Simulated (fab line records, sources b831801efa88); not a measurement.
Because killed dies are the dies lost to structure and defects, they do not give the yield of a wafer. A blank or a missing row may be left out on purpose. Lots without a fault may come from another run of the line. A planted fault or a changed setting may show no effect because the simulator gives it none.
What tool caused it? || flow gf180mcu || 72 wafers from 24 lots sampled at 5 of the route's 602 steps

== WHAT EACH GAUGE READ, for each wafer ==
GF_V3_THK_MEAS_01.
{"lot": "L074", "measured": "day 20 23:25", "on": "film-metro-04", "V3_CVD_00_THK (nm)": "618 603 614"}
{"lot": "L075", "measured": "day 21 06:10", "on": "film-metro-04", "V3_CVD_00_THK (nm)": "605 591 605"}
{"lot": "L076", "measured": "day 22 02:22", "on": "film-metro-02", "V3_CVD_00_THK (nm)": "604 585 596"}
{"lot": "L077", "measured": "day 22 05:35", "on": "film-metro-04", "V3_CVD_00_THK (nm)": "591 604 602"}
{"lot": "L078", "measured": "day 22 19:50", "on": "film-metro-04", "V3_CVD_00_THK (nm)": "599 595 601"}
{"lot": "L080", "measured": "day 23 11:08", "on": "film-metro-04", "V3_CVD_00_THK (nm)": "599 603 604"}
{"lot": "L079", "measured": "day 23 12:06", "on": "film-metro-02", "V3_CVD_00_THK (nm)": "594 601 599"}
{"lot": "L081", "measured": "day 24 05:01", "on": "film-metro-01", "V3_CVD_00_THK (nm)": "608 605 604"}
{"lot": "L082", "measured": "day 24 10:58", "on": "film-metro-02", "V3_CVD_00_THK (nm)": "595 596 598"}
{"lot": "L083", "measured": "day 25 07:40", "on": "film-metro-02", "V3_CVD_00_THK (nm)": "590 597 588"}
{"lot": "L085", "measured": "day 25 09:14", "on": "film-metro-04", "V3_CVD_00_THK (nm)": "593 596 593"}
{"lot": "L084", "measured": "day 25 16:31", "on": "film-metro-02", "V3_CVD_00_THK (nm)": "591 593 599"}
{"lot": "L086", "measured": "day 26 04:10", "on": "film-metro-01", "V3_CVD_00_THK (nm)": "602 597 607"}
{"lot": "L087", "measured": "day 26 04:59", "on": "film-metro-02", "V3_CVD_00_THK (nm)": "614 616 616"}
{"lot": "L088", "measured": "day 26 14:31", "on": "film-metro-04", "V3_CVD_00_THK (nm)": "602 599 609"}
{"lot": "L089", "measured": "day 26 17:53", "on": "film-metro-01", "V3_CVD_00_THK (nm)": "598 593 597"}
{"lot": "L090", "measured": "day 27 04:17", "on": "film-metro-04", "V3_CVD_00_THK (nm)": "600 608 596"}
{"lot": "L092", "measured": "day 27 08:37", "on": "film-metro-02", "V3_CVD_00_THK (nm)": "611 602 605"}
{"lot": "L091", "measured": "day 27 10:21", "on": "film-metro-02", "V3_CVD_00_THK (nm)": "605 604 595"}
{"lot": "L093", "measured": "day 27 19:35", "on": "film-metro-01", "V3_CVD_00_THK (nm)": "599 596 609"}
{"lot": "L094", "measured": "day 28 02:55", "on": "film-metro-04", "V3_CVD_00_THK (nm)": "596 593 603"}
{"lot": "L095", "measured": "day 28 14:43", "on": "film-metro-02", "V3_CVD_00_THK (nm)": "606 604 601"}
{"lot": "L096", "measured": "day 28 17:22", "on": "film-metro-04", "V3_CVD_00_THK (nm)": "594 608 600"}
{"lot": "L097", "measured": "day 29 02:31", "on": "film-metro-02", "V3_CVD_00_THK (nm)": "599 596 594"}

GF_MIM_THK_MEAS_11: measures by xrf.
{"lot": "L074", "measured": "day 24 02:55", "on": "film-metro-03", "MIM_ALCU_THK (nm)": "202.7 202.4 203.2"}
{"lot": "L075", "measured": "day 24 09:14", "on": "film-metro-04", "MIM_ALCU_THK (nm)": "201.0 204.6 202.4"}
{"lot": "L076", "measured": "day 25 04:26", "on": "film-metro-03", "MIM_ALCU_THK (nm)": "201.7 198.0 200.9"}
{"lot": "L077", "measured": "day 25 08:03", "on": "film-metro-04", "MIM_ALCU_THK (nm)": "200.0 200.1 201.7"}
{"lot": "L078", "measured": "day 25 18:50", "on": "film-metro-01", "MIM_ALCU_THK (nm)": "203.3 199.9 204.3"}
{"lot": "L080", "measured": "day 26 09:40", "on": "film-metro-01", "MIM_ALCU_THK (nm)": "203.5 201.5 199.2"}
{"lot": "L079", "measured": "day 26 11:59", "on": "film-metro-04", "MIM_ALCU_THK (nm)": "201.9 201.3 201.9"}
{"lot": "L081", "measured": "day 27 02:44", "on": "film-metro-03", "MIM_ALCU_THK (nm)": "202.3 200.3 199.8"}
{"lot": "L082", "measured": "day 27 08:07", "on": "film-metro-04", "MIM_ALCU_THK (nm)": "203.0 200.0 198.8"}
{"lot": "L083", "measured": "day 28 02:51", "on": "film-metro-01", "MIM_ALCU_THK (nm)": "205.1 201.8 202.6"}
{"lot": "L085", "measured": "day 28 03:10", "on": "film-metro-03", "MIM_ALCU_THK (nm)": "200.5 200.2 199.1"}
{"lot": "L084", "measured": "day 28 10:44", "on": "film-metro-01", "MIM_ALCU_THK (nm)": "204.6 205.1 203.3"}
{"lot": "L086", "measured": "day 28 22:23", "on": "film-metro-04", "MIM_ALCU_THK (nm)": "202.5 200.1 201.6"}
{"lot": "L087", "measured": "day 28 22:06", "on": "film-metro-03", "MIM_ALCU_THK (nm)": "197.5 201.8 199.6"}
{"lot": "L088", "measured": "day 29 06:20", "on": "film-metro-01", "MIM_ALCU_THK (nm)": "203.7 203.9 205.8"}
{"lot": "L089", "measured": "day 29 10:05", "on": "film-metro-03", "MIM_ALCU_THK (nm)": "199.1 199.4 200.8"}
{"lot": "L090", "measured": "day 29 19:17", "on": "film-metro-01", "MIM_ALCU_THK (nm)": "204.0 205.8 203.4"}
{"lot": "L092", "measured": "day 30 00:01", "on": "film-metro-04", "MIM_ALCU_THK (nm)": "203.8 202.6 205.1"}
{"lot": "L091", "measured": "day 30 01:12", "on": "film-metro-03", "MIM_ALCU_THK (nm)": "197.5 197.8 199.8"}
{"lot": "L093", "measured": "day 30 09:28", "on": "film-metro-04", "MIM_ALCU_THK (nm)": "202.9 203.5 204.0"}
{"lot": "L094", "measured": "day 30 17:27", "on": "film-metro-03", "MIM_ALCU_THK (nm)": "203.1 205.5 206.9"}
{"lot": "L095", "measured": "day 31 03:59", "on": "film-metro-04", "MIM_ALCU_THK (nm)": "200.2 200.1 199.1"}
{"lot": "L096", "measured": "day 31 06:49", "on": "film-metro-03", "MIM_ALCU_THK (nm)": "198.6 202.5 200.8"}
{"lot": "L097", "measured": "day 32 02:11", "on": "film-metro-03", "MIM_ALCU_THK (nm)": "201.1 201.8 200.6"}

GF_V5_THK_MEAS_25: measures by xrf.
{"lot": "L074", "measured": "day 26 21:41", "on": "film-metro-02", "V5_W_THK (nm)": "347 345 349"}
{"lot": "L075", "measured": "day 27 02:22", "on": "film-metro-01", "V5_W_THK (nm)": "346 352 346"}
{"lot": "L076", "measured": "day 27 21:31", "on": "film-metro-02", "V5_W_THK (nm)": "354 353 360"}
{"lot": "L077", "measured": "day 28 00:41", "on": "film-metro-02", "V5_W_THK (nm)": "350 348 353"}
{"lot": "L078", "measured": "day 28 10:22", "on": "film-metro-04", "V5_W_THK (nm)": "354 358 355"}
{"lot": "L080", "measured": "day 29 00:50", "on": "film-metro-01", "V5_W_THK (nm)": "359 356 348"}
{"lot": "L079", "measured": "day 29 01:32", "on": "film-metro-02", "V5_W_THK (nm)": "348 352 351"}
{"lot": "L081", "measured": "day 29 16:04", "on": "film-metro-04", "V5_W_THK (nm)": "348 348 347"}
{"lot": "L082", "measured": "day 29 21:05", "on": "film-metro-02", "V5_W_THK (nm)": "347 347 349"}
{"lot": "L083", "measured": "day 30 15:21", "on": "film-metro-04", "V5_W_THK (nm)": "351 355 353"}
{"lot": "L085", "measured": "day 30 15:41", "on": "film-metro-02", "V5_W_THK (nm)": "348 350 343"}
{"lot": "L084", "measured": "day 30 21:38", "on": "film-metro-01", "V5_W_THK (nm)": "355 359 351"}
{"lot": "L086", "measured": "day 31 20:34", "on": "film-metro-04", "V5_W_THK (nm)": "354 352 356"}
{"lot": "L087", "measured": "day 31 19:59", "on": "film-metro-02", "V5_W_THK (nm)": "347 353 351"}
{"lot": "L088", "measured": "day 31 23:25", "on": "film-metro-01", "V5_W_THK (nm)": "347 350 352"}
{"lot": "L089", "measured": "day 31 23:15", "on": "film-metro-01", "V5_W_THK (nm)": "342 339 345"}
{"lot": "L090", "measured": "day 32 04:07", "on": "film-metro-04", "V5_W_THK (nm)": "351 356 351"}
{"lot": "L092", "measured": "day 32 10:36", "on": "film-metro-04", "V5_W_THK (nm)": "354 353 354"}
{"lot": "L091", "measured": "day 32 11:29", "on": "film-metro-04", "V5_W_THK (nm)": "355 363 364"}
{"lot": "L093", "measured": "day 32 23:05", "on": "film-metro-04", "V5_W_THK (nm)": "356 356 354"}
{"lot": "L094", "measured": "day 32 21:58", "on": "film-metro-01", "V5_W_THK (nm)": "351 357 352"}
{"lot": "L095", "measured": "day 32 22:12", "on": "film-metro-04", "V5_W_THK (nm)": "341 345 343"}
{"lot": "L096", "measured": "day 32 23:15", "on": "film-metro-01", "V5_W_THK (nm)": "346 343 343"}
{"lot": "L097", "measured": "day 34 03:49", "on": "film-metro-01", "V5_W_THK (nm)": "347 356 353"}

== TOOL THAT RAN EACH LOT (tool first, then ch and the chambers of the sampled wafers, then the start) ==
{"lot": "L074", "GF_V4_STRIP_18": "plasma-asher-03 ch 0,1, day 24 01:05", "GF_V5_ETCH_17": "rie-diel-03 ch 1,3, day 26 21:41 or earlier"}
{"lot": "L075", "GF_V4_STRIP_18": "plasma-asher-04 ch 0,1, day 24 07:26", "GF_V5_ETCH_17": "rie-diel-02 ch 0,3, day 27 02:22 or earlier"}
{"lot": "L076", "GF_V4_STRIP_18": "plasma-asher-03 ch 0,1, day 25 02:17", "GF_V5_ETCH_17": "rie-diel-01 ch 0,2,3, day 27 21:31 or earlier"}
{"lot": "L077", "GF_V4_STRIP_18": "plasma-asher-03 ch 0,1, day 25 05:49", "GF_V5_ETCH_17": "rie-diel-01 ch 0,3, day 28 00:41 or earlier"}
{"lot": "L078", "GF_V4_STRIP_18": "plasma-asher-01 ch 0,1, day 25 17:05", "GF_V5_ETCH_17": "rie-diel-03 ch 0,1,2, day 28 10:22 or earlier"}
{"lot": "L080", "GF_V4_STRIP_18": "plasma-asher-04 ch 0,1, day 26 07:55", "GF_V5_ETCH_17": "rie-diel-03 ch 1,2, day 29 00:50 or earlier"}
{"lot": "L079", "GF_V4_STRIP_18": "plasma-asher-04 ch 0,1, day 26 10:14", "GF_V5_ETCH_17": "rie-diel-01 ch 0,1,2, day 29 01:32 or earlier"}
{"lot": "L081", "GF_V4_STRIP_18": "plasma-asher-03 ch 0,1, day 27 00:59", "GF_V5_ETCH_17": "rie-diel-03 ch 2,3, day 29 16:04 or earlier"}
{"lot": "L082", "GF_V4_STRIP_18": "plasma-asher-04 ch 0,1, day 27 06:22", "GF_V5_ETCH_17": "rie-diel-03 ch 0,2,3, day 29 21:05 or earlier"}
{"lot": "L083", "GF_V4_STRIP_18": "plasma-asher-04 ch 0,1, day 28 01:02", "GF_V5_ETCH_17": "rie-diel-01 ch 1,2,3, day 30 15:21 or earlier"}
{"lot": "L085", "GF_V4_STRIP_18": "plasma-asher-03 ch 0,1, day 28 01:11", "GF_V5_ETCH_17": "rie-diel-03 ch 1,2, day 30 15:41 or earlier"}
{"lot": "L084", "GF_V4_STRIP_18": "plasma-asher-01 ch 0,1, day 28 08:50", "GF_V5_ETCH_17": "rie-diel-03 ch 2,3, day 30 21:38 or earlier"}
{"lot": "L086", "GF_V4_STRIP_18": "plasma-asher-03 ch 0,1, day 28 20:19", "GF_V5_ETCH_17": "rie-diel-01 ch 0,1,2, day 31 20:34 or earlier"}
{"lot": "L087", "GF_V4_STRIP_18": "plasma-asher-01 ch 0, day 28 20:20", "GF_V5_ETCH_17": "rie-diel-03 ch 0,1,3, day 31 19:59 or earlier"}
{"lot": "L088", "GF_V4_STRIP_18": "plasma-asher-03 ch 0,1, day 29 04:34", "GF_V5_ETCH_17": "rie-diel-01 ch 0,1, day 31 23:25 or earlier"}
{"lot": "L089", "GF_V4_STRIP_18": "plasma-asher-03 ch 0,1, day 29 08:20", "GF_V5_ETCH_17": "rie-diel-01 ch 0,2, day 31 23:15 or earlier"}
{"lot": "L090", "GF_V4_STRIP_18": "plasma-asher-03 ch 1, day 29 17:29", "GF_V5_ETCH_17": "rie-diel-02 ch 0,2,3, day 32 04:07 or earlier"}
{"lot": "L092", "GF_V4_STRIP_18": "plasma-asher-01 ch 0,1, day 29 22:16", "GF_V5_ETCH_17": "rie-diel-02 ch 0,1,2, day 32 10:36 or earlier"}
{"lot": "L091", "GF_V4_STRIP_18": "plasma-asher-04 ch 0,1, day 29 23:20", "GF_V5_ETCH_17": "rie-diel-03 ch 0,2,3, day 32 11:29 or earlier"}
{"lot": "L093", "GF_V4_STRIP_18": "plasma-asher-01 ch 0,1, day 30 07:43", "GF_V5_ETCH_17": "rie-diel-01 ch 2,3, day 32 23:05 or earlier"}
{"lot": "L094", "GF_V4_STRIP_18": "plasma-asher-03 ch 0,1, day 30 15:41", "GF_V5_ETCH_17": "rie-diel-02 ch 0,2,3, day 32 21:58 or earlier"}
{"lot": "L095", "GF_V4_STRIP_18": "plasma-asher-03 ch 0, day 31 02:13", "GF_V5_ETCH_17": "rie-diel-01 ch 0,1,3, day 32 22:12 or earlier"}
{"lot": "L096", "GF_V4_STRIP_18": "plasma-asher-04 ch 0,1, day 31 04:59", "GF_V5_ETCH_17": "rie-diel-02 ch 0,2, day 32 23:15 or earlier"}
{"lot": "L097", "GF_V4_STRIP_18": "plasma-asher-01 ch 0,1, day 31 19:32", "GF_V5_ETCH_17": "rie-diel-02 ch 0,1,3, day 34 03:49 or earlier"}
- GF_V4_STRIP_18: strips in O2/N2.
- GF_V5_ETCH_17: etches SiO2 in C4F8/O2/Ar, stops on TiN, target depth 855 nm.

== AS READ BY THE TOOLS THEMSELVES (means over the sampled wafers that have a number; for cases with no such wafer, the mark the record gives instead) ==
GF_V4_STRIP_18.
{"lot": "L074", "tool": "plasma-asher-03", "drypump-motor-current-A (A)": 6.4, "heater-power-w (W)": 344, "n2-flow-sccm (sccm)": 299.8, "oes-product-au (a.u.)": 0.591}
{"lot": "L075", "tool": "plasma-asher-04", "drypump-motor-current-A (A)": 5.5, "heater-power-w (W)": 308, "n2-flow-sccm (sccm)": 298.4, "oes-product-au (a.u.)": 0.592}
{"lot": "L076", "tool": "plasma-asher-03", "drypump-motor-current-A (A)": 6.5, "heater-power-w (W)": 342, "n2-flow-sccm (sccm)": 300.4, "oes-product-au (a.u.)": 0.597}
{"lot": "L077", "tool": "plasma-asher-03", "drypump-motor-current-A (A)": 6.1, "heater-power-w (W)": 323, "n2-flow-sccm (sccm)": 300.5, "oes-product-au (a.u.)": 0.591}
{"lot": "L078", "tool": "plasma-asher-01", "drypump-motor-current-A (A)": 5.6, "heater-power-w (W)": 322, "n2-flow-sccm (sccm)": 299.5, "oes-product-au (a.u.)": 0.590}
{"lot": "L080", "tool": "plasma-asher-04", "drypump-motor-current-A (A)": 5.5, "heater-power-w (W)": 308, "n2-flow-sccm (sccm)": 299.9, "oes-product-au (a.u.)": 0.593}
{"lot": "L079", "tool": "plasma-asher-04", "drypump-motor-current-A (A)": 5.5, "heater-power-w (W)": 309, "n2-flow-sccm (sccm)": 298.7, "oes-product-au (a.u.)": 0.595}
{"lot": "L081", "tool": "plasma-asher-03", "drypump-motor-current-A (A)": 6.1, "heater-power-w (W)": 322, "n2-flow-sccm (sccm)": 299.5, "oes-product-au (a.u.)": 0.595}
{"lot": "L082", "tool": "plasma-asher-04", "drypump-motor-current-A (A)": 5.4, "heater-power-w (W)": 316, "n2-flow-sccm (sccm)": 299.7, "oes-product-au (a.u.)": 0.588}
{"lot": "L083", "tool": "plasma-asher-04", "drypump-motor-current-A (A)": 5.5, "heater-power-w (W)": 310, "n2-flow-sccm (sccm)": 300.2, "oes-product-au (a.u.)": 0.594}
{"lot": "L085", "tool": "plasma-asher-03", "drypump-motor-current-A (A)": 6.1, "heater-power-w (W)": 325, "n2-flow-sccm (sccm)": 299.0, "oes-product-au (a.u.)": 0.586}
{"lot": "L084", "tool": "plasma-asher-01", "drypump-motor-current-A (A)": 5.4, "heater-power-w (W)": 335, "n2-flow-sccm (sccm)": 299.8, "oes-product-au (a.u.)": 0.597}
{"lot": "L086", "tool": "plasma-asher-03", "drypump-motor-current-A (A)": 6.1, "heater-power-w (W)": 325, "n2-flow-sccm (sccm)": 299.8, "oes-product-au (a.u.)": 0.592}
{"lot": "L087", "tool": "plasma-asher-01", "drypump-motor-current-A (A)": 5.7, "heater-power-w (W)": 308, "n2-flow-sccm (sccm)": 299.3, "oes-product-au (a.u.)": 0.597}
{"lot": "L088", "tool": "plasma-asher-03", "drypump-motor-current-A (A)": 6.5, "heater-power-w (W)": 338, "n2-flow-sccm (sccm)": 301.0, "oes-product-au (a.u.)": 0.590}
{"lot": "L089", "tool": "plasma-asher-03", "drypump-motor-current-A (A)": 6.5, "heater-power-w (W)": 341, "n2-flow-sccm (sccm)": 300.0, "oes-product-au (a.u.)": 0.594}
{"lot": "L090", "tool": "plasma-asher-03", "drypump-motor-current-A (A)": 6.8, "heater-power-w (W)": 348, "n2-flow-sccm (sccm)": 298.9, "oes-product-au (a.u.)": 0.592}
{"lot": "L092", "tool": "plasma-asher-01", "drypump-motor-current-A (A)": 5.4, "heater-power-w (W)": 334, "n2-flow-sccm (sccm)": 300.3, "oes-product-au (a.u.)": 0.585}
{"lot": "L091", "tool": "plasma-asher-04", "drypump-motor-current-A (A)": 5.5, "heater-power-w (W)": 308, "n2-flow-sccm (sccm)": 300.2, "oes-product-au (a.u.)": 0.587}
{"lot": "L093", "tool": "plasma-asher-01", "drypump-motor-current-A (A)": 5.4, "heater-power-w (W)": 332, "n2-flow-sccm (sccm)": 300.0, "oes-product-au (a.u.)": 0.593}
{"lot": "L094", "tool": "plasma-asher-03", "drypump-motor-current-A (A)": 6.5, "heater-power-w (W)": 339, "n2-flow-sccm (sccm)": 299.8, "oes-product-au (a.u.)": 0.595}
{"lot": "L095", "tool": "plasma-asher-03", "drypump-motor-current-A (A)": 5.8, "heater-power-w (W)": 312, "n2-flow-sccm (sccm)": 300.0, "oes-product-au (a.u.)": 0.588}
{"lot": "L096", "tool": "plasma-asher-04", "drypump-motor-current-A (A)": 5.4, "heater-power-w (W)": 317, "n2-flow-sccm (sccm)": 299.3, "oes-product-au (a.u.)": 0.590}
{"lot": "L097", "tool": "plasma-asher-01", "drypump-motor-current-A (A)": 5.6, "heater-power-w (W)": 323, "n2-flow-sccm (sccm)": 298.3, "oes-product-au (a.u.)": 0.597}

GF_V5_ETCH_17.
{"lot": "L074", "tool": "rie-diel-03", "oes-product-au (a.u.)": 0.862}
{"lot": "L075", "tool": "rie-diel-02", "oes-product-au (a.u.)": 0.867}
{"lot": "L076", "tool": "rie-diel-01", "oes-product-au (a.u.)": 0.862}
{"lot": "L077", "tool": "rie-diel-01", "oes-product-au (a.u.)": 0.867}
{"lot": "L078", "tool": "rie-diel-03", "oes-product-au (a.u.)": 0.866}
{"lot": "L080", "tool": "rie-diel-03", "oes-product-au (a.u.)": 0.868}
{"lot": "L079", "tool": "rie-diel-01", "oes-product-au (a.u.)": 0.864}
{"lot": "L081", "tool": "rie-diel-03", "oes-product-au (a.u.)": 0.865}
{"lot": "L082", "tool": "rie-diel-03", "oes-product-au (a.u.)": 0.863}
{"lot": "L083", "tool": "rie-diel-01", "oes-product-au (a.u.)": 0.866}
{"lot": "L085", "tool": "rie-diel-03", "oes-product-au (a.u.)": 0.864}
{"lot": "L084", "tool": "rie-diel-03", "oes-product-au (a.u.)": 0.866}
{"lot": "L086", "tool": "rie-diel-01", "oes-product-au (a.u.)": 0.871}
{"lot": "L087", "tool": "rie-diel-03", "oes-product-au (a.u.)": 0.865}
{"lot": "L088", "tool": "rie-diel-01", "oes-product-au (a.u.)": 0.869}
{"lot": "L089", "tool": "rie-diel-01", "oes-product-au (a.u.)": 0.865}
{"lot": "L090", "tool": "rie-diel-02", "oes-product-au (a.u.)": 0.861}
{"lot": "L092", "tool": "rie-diel-02", "oes-product-au (a.u.)": 0.862}
{"lot": "L091", "tool": "rie-diel-03", "oes-product-au (a.u.)": 0.868}
{"lot": "L093", "tool": "rie-diel-01", "oes-product-au (a.u.)": 0.866}
{"lot": "L094", "tool": "rie-diel-02", "oes-product-au (a.u.)": 0.866}
{"lot": "L095", "tool": "rie-diel-01", "oes-product-au (a.u.)": 0.867}
{"lot": "L096", "tool": "rie-diel-02", "oes-product-au (a.u.)": 0.865}
{"lot": "L097", "tool": "rie-diel-02", "oes-product-au (a.u.)": 0.863}

== THE ANSWER, worked out from the rows above alone ==
Rule: the lots themselves supply what counts as usual. The widest of any qualifying gaps counts: lots, ordered by their means at a reading, are off when they make up no more than a third of the lots, leave a main group of 4 or more, and stand apart from it by 3 or more times the standard deviation of that group's means. A main group is skipped when, at the precision printed for the reading in the tables above, its means are all equal. A lot without any number at a reading at which 4 lots or more have one is off too. Any other lot the step has rows for is counted as sound. After the gauges, taken in route order, come the tools' own readings; for these a lot's mean is taken, as printed above. At the first step where some lot is off, the reading lying furthest off is the one used; lots without a number count as furthest.
No lot is off at any reading shown: from this, nothing can be told.

== WHAT THE SIMULATOR HAD PUT IN ==
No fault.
